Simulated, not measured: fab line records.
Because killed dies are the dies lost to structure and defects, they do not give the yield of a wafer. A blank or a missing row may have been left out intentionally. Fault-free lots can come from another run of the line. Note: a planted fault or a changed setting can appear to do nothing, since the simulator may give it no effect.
A lot that was struck, set against a sound lot || flow sky130 || 14 steps out of a route of 708
Sound: wafers L289.4, L289.5, L289.6. Struck: wafers L302.2, L302.4, L302.6. The cause comes at the end.
Order at every step that has rows: each side's tool, ch and its chambers, its first start. Under that, the readings that differ: sound wafers || struck wafers || difference of the means || sigmas: that difference in standard deviations of wafers without a fault.
alike: words and numbers the same on both sides, and readings whose means are apart by under 2 such deviations; not compared: readings that were withheld, readings missing a value for some wafer, numbers with overlapping values and no deviation given by the record, and bounds like >300 which may hide the same value.
The two part at a step that has a row with sigmas, a row that says differs or no value, or rows on one side only. Numbers that have no deviation but don't overlap get no sigmas and don't part them. A reading missing from all wafers of one side parts the sides only when that side holds two or more wafers.

first, 3 steps without rows for these wafers: SKY_SONOS_TUNNEL_EXPOSE_04 (exposes mask TUNM, target cd 410 nm); SKY_SONOS_TUNNEL_PEB_05; SKY_SONOS_TUNNEL_DEVELOP_06 (develop time 60 s).
SKY_SONOS_TUNNEL_CD_MEAS_07 targets a cd of 410 nm.
  struck on cd-sem-01, day 19 16:41; sound on cd-sem-02, day 13 22:40
  alike: cd-nm
SKY_SONOS_TUNNEL_OVL_MEAS_08:
  struck on overlay-01, day 19 16:47; sound on overlay-02, day 13 22:44
  alike: SONOS_TUNNEL_OVL
then, 3 steps without rows for these wafers: SKY_SONOS_TUNNEL_IMPLANT_09; SKY_SONOS_TUNNEL_WET_ETCH_10 (etches SiO2 in dHF, target depth 14 nm, time 280 s); SKY_SONOS_TUNNEL_STRIP_11 (strips in SPM, time 600 s).
SKY_SONOS_TUNNEL_TW_MEAS_12:
  struck on film-metro-01, day 19 17:17; sound on film-metro-02, day 13 23:13
{"reading": "SONOS_TUNNEL_TW", "sound": "198.3 198.1 197.5", "struck": "192.5 192.8 193.4", "difference": -5.1, "sigmas": -3}
then, 2 steps without rows for these wafers: SKY_SONOS_TUNNEL_CLEAN_13 (cleans in dHF, time 20 s); SKY_SONOS_ONO_OXIDATION_00 (stabilise 600 s, purge 300 s, target thk 2.6 nm).
SKY_SONOS_ONO_THK_MEAS_01:
  struck on film-metro-04, day 19 20:18; sound on film-metro-04, day 14 00:38
  alike: SONOS_ONO_OXIDATION_THK
SKY_SONOS_ONO_CVD_02: deposits Si3N4 from DCS/NH3, target thk 10.5 nm, time 180 s.
  sound on lpcvd-02 ch 0, day 14 02:11; struck on lpcvd-02 ch 1, day 19 20:21
  no value came back on the struck wafers for pressure-mtorr (mTorr), spike-tc-bottom-C (C), spike-tc-lower-C (C), zone-power-upper-pct (%); on the sound wafers pressure-mtorr (mTorr) reads 250.0 249.9 249.5
SKY_PAD_OPEN_PROBE_99:
  sound wafers here have rows in the record (prober-02, day 47 13:37); struck ones have none

== WHERE THEY PART ==
First at SKY_SONOS_TUNNEL_TW_MEAS_12; last, within this record, at SKY_PAD_OPEN_PROBE_99.

WHY: whatever the simulator had introduced
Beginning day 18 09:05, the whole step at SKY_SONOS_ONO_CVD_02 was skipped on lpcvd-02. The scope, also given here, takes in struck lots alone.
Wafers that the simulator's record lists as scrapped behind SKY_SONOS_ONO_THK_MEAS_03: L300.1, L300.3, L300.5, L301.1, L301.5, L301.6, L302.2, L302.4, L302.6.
